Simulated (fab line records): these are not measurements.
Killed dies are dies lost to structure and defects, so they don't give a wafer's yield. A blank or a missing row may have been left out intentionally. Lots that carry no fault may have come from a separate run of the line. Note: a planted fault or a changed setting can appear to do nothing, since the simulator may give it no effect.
What tool caused it? ; flow sky130 ; 15 lots, 45 wafers sampled, at 5 steps of a route of 708

WHAT THE GAUGES READ, wafer by wafer
SKY_VIA2_THK_MEAS_01. Usual: VIA2_HDPCVD_THK typically reads 1178 nm, with standard deviation 9.9.
lot;measured;on;VIA2_HDPCVD_THK (nm);flag
L793;day 34 19:03;film-metro-02;1170 1178 1194;
L794;day 35 13:55;film-metro-03;1177 1194 1175;
L796;day 35 19:43;film-metro-03;1175 1177 1179;
L797;day 36 03:15;film-metro-02;1168 1187 1177;
L798;day 36 17:14;film-metro-02;1172 1161 1176;
L799;day 37 04:28;film-metro-02;1169 1184 1175;
L800;day 37 12:14;film-metro-01;1168 1169 1164;
L811;day 40 18:23;film-metro-02;1183 1174 1181;
L812;day 40 21:44;film-metro-01;1198 1198 1190;
L813;day 41 04:13;film-metro-02;1174 1179 1177;
L814;day 41 10:11;film-metro-03;1186 1180 1192;
L815;day 41 14:08;film-metro-01;1198 1179 1183;

TOOL THAT RAN EACH LOT (tool first, then ch and the chambers of the sampled wafers, then the start)
lot;SKY_METAL2_SPUTTER_00;SKY_METAL2_SPUTTER_04;SKY_METAL2_METAL_ETCH_19;SKY_METAL2_STRIP_20
L793;pvd-sputter-04, day 33 15:28;pvd-sputter-04, day 33 15:34;rie-metal-02 ch 0,1, day 34 18:13;plasma-asher-02 ch 0,1, day 34 18:19
L794;pvd-sputter-04, day 34 10:29;pvd-sputter-04, day 34 10:35;rie-metal-04 ch 0,1, day 35 13:05;plasma-asher-03 ch 0,1, day 35 13:11
L796;pvd-sputter-04, day 34 16:12;pvd-sputter-04, day 34 16:17;rie-metal-02 ch 0,1, day 35 18:52;plasma-asher-02 ch 0,1, day 35 18:58
L797;pvd-sputter-04, day 34 23:47;pvd-sputter-04, day 34 23:53;rie-metal-02 ch 0,1, day 36 02:22;plasma-asher-03 ch 0,1, day 36 02:28
L798;pvd-sputter-01, day 35 14:00;pvd-sputter-01, day 35 14:05;rie-metal-03 ch 0,1, day 36 16:24;plasma-asher-03 ch 0,1, day 36 16:30
L799;pvd-sputter-04, day 36 01:16;pvd-sputter-04, day 36 01:22;rie-metal-03 ch 0, day 37 03:37;plasma-asher-03 ch 1, day 37 03:42
L800;pvd-sputter-01, day 36 09:46;pvd-sputter-01, day 36 09:52;rie-metal-02 ch 0,1, day 37 11:20;plasma-asher-01 ch 0,1, day 37 11:26
L803;pvd-sputter-02, day 37 02:52;pvd-sputter-02, day 37 02:57;rie-metal-03 ch 0,1, day 38 05:13;plasma-asher-01 ch 0,1, day 38 05:18
L802;pvd-sputter-02, day 37 04:30;pvd-sputter-02, day 37 04:35;rie-metal-02 ch 0,1, day 38 06:28;plasma-asher-03 ch 0, day 38 06:34
L804;pvd-sputter-04, day 37 16:09;pvd-sputter-04, day 37 16:14;rie-metal-03 ch 0,1, day 38 18:22;plasma-asher-02 ch 0,1, day 38 18:28
L811;pvd-sputter-02, day 39 16:29;pvd-sputter-02, day 39 16:35;rie-metal-04 ch 0, day 40 17:34;plasma-asher-02 ch 0,1, day 40 17:40
L812;pvd-sputter-04, day 39 19:52;pvd-sputter-04, day 39 19:58;rie-metal-02 ch 0,1, day 40 20:55;plasma-asher-01 ch 0,1, day 40 21:01
L813;pvd-sputter-04, day 40 02:25;pvd-sputter-04, day 40 02:30;rie-metal-04 ch 0,1, day 41 03:22;plasma-asher-03 ch 0,1, day 41 03:28
L814;pvd-sputter-04, day 40 08:40;pvd-sputter-04, day 40 08:46;rie-metal-02 ch 0,1, day 41 09:20;plasma-asher-01 ch 0,1, day 41 09:26
L815;pvd-sputter-04, day 40 12:46;pvd-sputter-04, day 40 12:51;rie-metal-02 ch 0, day 41 12:53;plasma-asher-01 ch 0,1, day 41 12:59
- SKY_METAL2_SPUTTER_00: material Ti, target thk 15 nm, time 10 s.
- SKY_METAL2_SPUTTER_04: material TiN, target thk 70 nm, time 58.3 s.
- SKY_METAL2_METAL_ETCH_19: etches the open film in Cl2/BCl3, stops on SiO2, target depth 360 nm, time 78 s.
- SKY_METAL2_STRIP_20: strips in O2/N2.

AS READ BY THE TOOLS THEMSELVES (means over the sampled wafers that have a number; for cases with no such wafer, the mark the record gives instead)
SKY_METAL2_SPUTTER_00. Usual: throttle-valve-pct reads 30.4 % (standard deviation 0.87).
lot;tool;throttle-valve-pct (%);flag
L793;pvd-sputter-04;30.9;
L794;pvd-sputter-04;30.8;
L796;pvd-sputter-04;31.0;
L797;pvd-sputter-04;30.7;
L798;pvd-sputter-01;29.6;
L799;pvd-sputter-04;30.5;
L800;pvd-sputter-01;30.8;
L803;pvd-sputter-02;29.3;
L802;pvd-sputter-02;29.1;
L804;pvd-sputter-04;30.7;
L811;pvd-sputter-02;28.9;
L812;pvd-sputter-04;30.7;
L813;pvd-sputter-04;30.6;
L814;pvd-sputter-04;30.7;
L815;pvd-sputter-04;30.8;

SKY_METAL2_SPUTTER_04. Usual: throttle-valve-pct reads 30.4 % (standard deviation 0.87).
lot;tool;throttle-valve-pct (%);flag
L793;pvd-sputter-04;30.9;
L794;pvd-sputter-04;30.7;
L796;pvd-sputter-04;30.9;
L797;pvd-sputter-04;30.7;
L798;pvd-sputter-01;29.5;
L799;pvd-sputter-04;30.5;
L800;pvd-sputter-01;30.7;
L803;pvd-sputter-02;29.2;
L802;pvd-sputter-02;29.1;
L804;pvd-sputter-04;30.8;
L811;pvd-sputter-02;29.1;
L812;pvd-sputter-04;30.8;
L813;pvd-sputter-04;30.7;
L814;pvd-sputter-04;30.7;
L815;pvd-sputter-04;30.8;

SKY_METAL2_METAL_ETCH_19. Usual: bcl3-flow-sccm 29.99 sccm, standard deviation 0.086; bias-w 48.49 W, standard deviation 0.15; drypump-motor-current-A 5.6 A, standard deviation 0.38; oes-product-au 0.855 a.u., standard deviation 0.0065; throttle-valve-pct 22.264 %, standard deviation 0.0087.
lot;tool;bcl3-flow-sccm (sccm);bias-w (W);drypump-motor-current-A (A);oes-product-au (a.u.);throttle-valve-pct (%);flag
L793;rie-metal-02;30.05;48.64;5.4;0.851;22.260;
L794;rie-metal-04;30.03;48.49;6.2;0.859;22.256;
L796;rie-metal-02;30.01;48.53;5.4;0.848;22.256;
L797;rie-metal-02;29.98;48.44;5.5;0.857;22.262;
L798;rie-metal-03;30.05;48.70;5.7;0.852;22.265;
L799;rie-metal-03;30.11;48.45;5.3;0.857;22.262;
L800;rie-metal-02;29.99;48.38;5.4;0.861;22.261;
L803;rie-metal-03;-;-;-;-;-;OFF
L802;rie-metal-02;-;-;-;-;-;OFF
L804;rie-metal-03;-;-;-;-;-;OFF
L811;rie-metal-04;29.97;48.51;5.7;0.858;22.258;
L812;rie-metal-02;29.97;48.31;5.4;0.862;22.272;
L813;rie-metal-04;29.94;48.54;6.2;0.845;22.264;
L814;rie-metal-02;30.01;48.40;5.4;0.858;22.257;
L815;rie-metal-02;30.08;48.55;5.3;0.853;22.266;

SKY_METAL2_STRIP_20. Usual: drypump-motor-current-A 5.8 A, standard deviation 0.36; oes-product-au 0.344 a.u., standard deviation 0.005; strip-time-to-endpoint-s 2.72 s, standard deviation 0.044.
lot;tool;drypump-motor-current-A (A);oes-product-au (a.u.);strip-time-to-endpoint-s (s);flag
L793;plasma-asher-02;5.6;0.341;2.65;
L794;plasma-asher-03;6.0;0.343;2.72;
L796;plasma-asher-02;5.6;0.343;2.75;
L797;plasma-asher-03;6.0;0.343;2.66;
L798;plasma-asher-03;6.0;0.341;2.74;
L799;plasma-asher-03;5.3;0.346;2.80;
L800;plasma-asher-01;5.8;0.345;2.75;
L803;plasma-asher-01;5.8;0.448;5.21;OFF
L802;plasma-asher-03;6.4;0.443;5.19;OFF
L804;plasma-asher-02;5.6;0.447;5.24;OFF
L811;plasma-asher-02;5.6;0.342;2.69;
L812;plasma-asher-01;5.8;0.345;2.68;
L813;plasma-asher-03;5.7;0.343;2.68;
L814;plasma-asher-01;5.8;0.343;2.70;
L815;plasma-asher-01;5.8;0.347;2.72;

THE ANSWER, worked out from the rows above alone
Rule: take the mean of a lot's wafers that have a number; if it is more than 3 standard deviations from the usual mean, the lot is off. Also off: a lot with no number at a reading for which 4 or more lots have one. Where the step has rows for the other lots, those lots are counted as sound. Order of review: gauges by route order, followed by the tools' own readings, for which a lot's mean as printed above is used. At the first step where some lot is off, the reading lying furthest off is the one used; lots without a number count as furthest.
Off, at SKY_METAL2_METAL_ETCH_19 on bcl3-flow-sccm: L803, L802, L804. Without a number there: L803, L802, L804.
If a tool, at that step or one of the process steps before it, ran each lot that is off and ran no sound lot following the first of them, it fits. No candidate that was tried fits.

WHAT THE SIMULATOR PUT IN
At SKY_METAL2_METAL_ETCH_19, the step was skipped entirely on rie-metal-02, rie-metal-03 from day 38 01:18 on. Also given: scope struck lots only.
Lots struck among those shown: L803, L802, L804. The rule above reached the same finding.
